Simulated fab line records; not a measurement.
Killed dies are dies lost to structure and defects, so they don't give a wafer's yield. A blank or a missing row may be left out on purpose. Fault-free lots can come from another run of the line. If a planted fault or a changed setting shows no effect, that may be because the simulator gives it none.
A lot that was struck, set against a sound lot    flow sky130    17 steps out of a route of 708
Sound: the wafers L858.3, L858.5, L858.6. Struck: wafer L867.5; the same lot's L867.6 was not struck, so it is left out; see the end for the cause.
Order at every step that has rows: each side's tool, ch and its chambers, its first start. Under that, the readings that differ: sound wafers    struck wafers    difference of the means    sigmas: that difference in standard deviations of wafers without a fault.
alike: a reading whose means differ by less than 2 such deviations, as well as words and numbers matching on both sides. not compared: withheld readings; readings where some wafer has no value; bounds like >300 that might hide an equal value; numbers whose values overlap and for which the record gives no deviation.
A row with sigmas, a row that says differs or no value, or rows on one side alone: a step with any of these is where the two part. When numbers do not overlap yet have no deviation, they are printed without sigmas and do not part them. A reading missing from all wafers of one side parts the sides only when that side holds two or more wafers.

first, 4 steps without rows for these wafers: SKY_FIELD_ISO_WET_ETCH_29 (etches Si3N4 in H3PO4, target depth 160 nm, time 1825 s); SKY_FIELD_ISO_WET_ETCH_30 (etches SiO2 in dHF, target depth 25 nm, time 50 s); SKY_NWELL_CLEAN_00 (cleans in SC1/SC2, time 150 s); SKY_NWELL_OXIDATION_01 (stabilise 600 s, purge 300 s, target thk 10 nm).
SKY_NWELL_THK_MEAS_02:
  sound: film metro-04 at day 3 05:16; struck: film metro-04 at day 5 01:20
  alike: NWELL_OXIDATION_THK
then, 7 steps without rows for these wafers: SKY_DNWELL_DEHYDRATE_00 (time 60 s); SKY_DNWELL_HMDS_01 (prime time 60 s); SKY_DNWELL_COAT_02 (resist thk 3000 nm); SKY_DNWELL_SOFTBAKE_03; SKY_DNWELL_EXPOSE_04 (exposes mask DNM, target cd 3000 nm); SKY_DNWELL_PEB_05; SKY_DNWELL_DEVELOP_06 (develop time 60 s).
SKY_DNWELL_IMPLANT_07:
  sound on implanter-03 ch 0, day 3 21:19; struck on implanter-04 ch 0, day 5 19:55
SKY_DNWELL_STRIP_08: strips in O2/N2.
  sound on plasma asher-04 ch 0,1, day 3 21:26; struck on plasma asher-04 ch 0, day 5 20:01
  alike: drypump motor current A, oes product au, strip time to endpoint s
  not compared: rf hours counter h
SKY_DNWELL_TW_MEAS_09:
  sound: film metro-04 at day 3 21:32; struck: film metro-04 at day 5 20:06
reading    sound           struck  difference  sigmas
DNWELL_TW  1105 1113 1106  1164    +56         +6
then, 1 step without rows for these wafers: SKY_PWDE_DEHYDRATE_00 (time 60 s).
-- the record jumps here: 44 days lie between the struck wafers' starts before and after (it left off in module PWDE and takes up again in module PAD_OPEN, whose first step shown is number 708 of the route) --
SKY_PAD_OPEN_PROBE_99:
  sound: prober-01 at day 46 22:22; struck: prober-01 at day 49 18:34
reading                                 sound            struck  difference  sigmas
killed at contacts                      17 17 19         30      +12         +2
model.etest.res deep nwell.rs ohm sq    2174 2176 2165   1933    -239        
model.etest.res deep nwell.line ohm um  722.3 727 717.4  642.8   -79.4       
  alike: killed_at_M0_to_M3, killed_at_M4_up, killed at front end, killed at other, killed dies, killed open, killed short

WHERE THEY PART
First at SKY_DNWELL_TW_MEAS_09; last, within this record, at SKY_PAD_OPEN_PROBE_99.

WHY: whatever the simulator had introduced
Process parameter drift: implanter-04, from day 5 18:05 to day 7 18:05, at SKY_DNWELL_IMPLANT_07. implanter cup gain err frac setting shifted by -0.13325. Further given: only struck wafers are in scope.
